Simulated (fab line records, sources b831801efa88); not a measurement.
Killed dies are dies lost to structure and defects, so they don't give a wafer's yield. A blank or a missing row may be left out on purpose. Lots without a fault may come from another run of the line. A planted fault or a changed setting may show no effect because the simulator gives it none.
Problem report in the 8D (eight disciplines) form, filled by code | flow gf180mcu | the parts of the form that need people (team, actions taken, sign-off) are left out

1. THE PROBLEM
overpolish_run_s at GF_V3_CMP_26 reads a mean of 17.573 s on 6 wafers of 2 lots; wafers without a fault read 15.000 s with a standard deviation of 0.01. That is +99 or more standard deviations from the usual mean.
The step: polishes, stops on SiO2, t overpolish 15 s, target thk 0 nm.
First seen on wafer L749.3, day 27 12:19, on cmp-01. The record holds 39 wafers of 13 lots with a number at this step. Rule for "out", or "out of limits": more than 4 standard deviations from the usual mean. The other wafers with a number count as sound.

2. WHAT IT IS AND WHAT IT IS NOT
question                    | is                     | is not
which readings at this step | overpolish_run_s       | motor_current_A
which lots                  | L749, L750             | L734, L735, L736, L737, L738, L740, L744, L751, L753, L754, L755
which wafers of those lots  | all that have a number | -
read on which tools         | cmp-01                 | cmp-02
when                        | from day 27 12:19      | up to then (21 sound wafers); but 12 sound wafers of L751, L753, L754, L755 came after

3. SUSPECTS, AND WHAT RULES EACH OUT
Counting: a tool at a process step up to the reading stays a suspect if it ran every lot that is out and no sound lot after the first of them.
- cmp-01 at GF_V3_CMP_26 (polishes, stops on SiO2, t overpolish 15 s, target thk 0 nm): kept. It ran every lot that is out, first L749 (day 27 12:19), and no sound lot after that; its last sound lot up to then is L744 (day 26 04:04). Its own readings are out on those wafers: overpolish_run_s.
Left after counting: cmp-01 at GF_V3_CMP_26.

4. THE CAUSE (what the simulator had put in)
Process parameter drift: cmp-01, from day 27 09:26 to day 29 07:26, at GF_V3_CMP_26. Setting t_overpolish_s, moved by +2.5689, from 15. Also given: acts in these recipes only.
Counting left only this tool.

5. THE CHAIN OF EFFECTS, in route order
Each row: a reading whose mean over the struck wafers that have a number lies more than 3 standard deviations from the usual. Only readings for which the record gives a usual standard deviation are gone through. hours: the time from each lot's start at the first step in this table that gives one to its start at this step, as a median over the lots. sigmas: the change in usual standard deviations.
hours | step         | reading          | usual    | on struck wafers | change | sigmas
0     | GF_V3_CMP_26 | overpolish_run_s | 15.000 s | 17.573           | +2.573 | +99 or more
The process steps in it:
- GF_V3_CMP_26: polishes, stops on SiO2, t overpolish 15 s, target thk 0 nm.

6. WHAT WOULD HAVE CAUGHT IT SOONER
In this record the first reading out of limits was taken at day 27 12:19, 3 hours after the fault began at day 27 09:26.
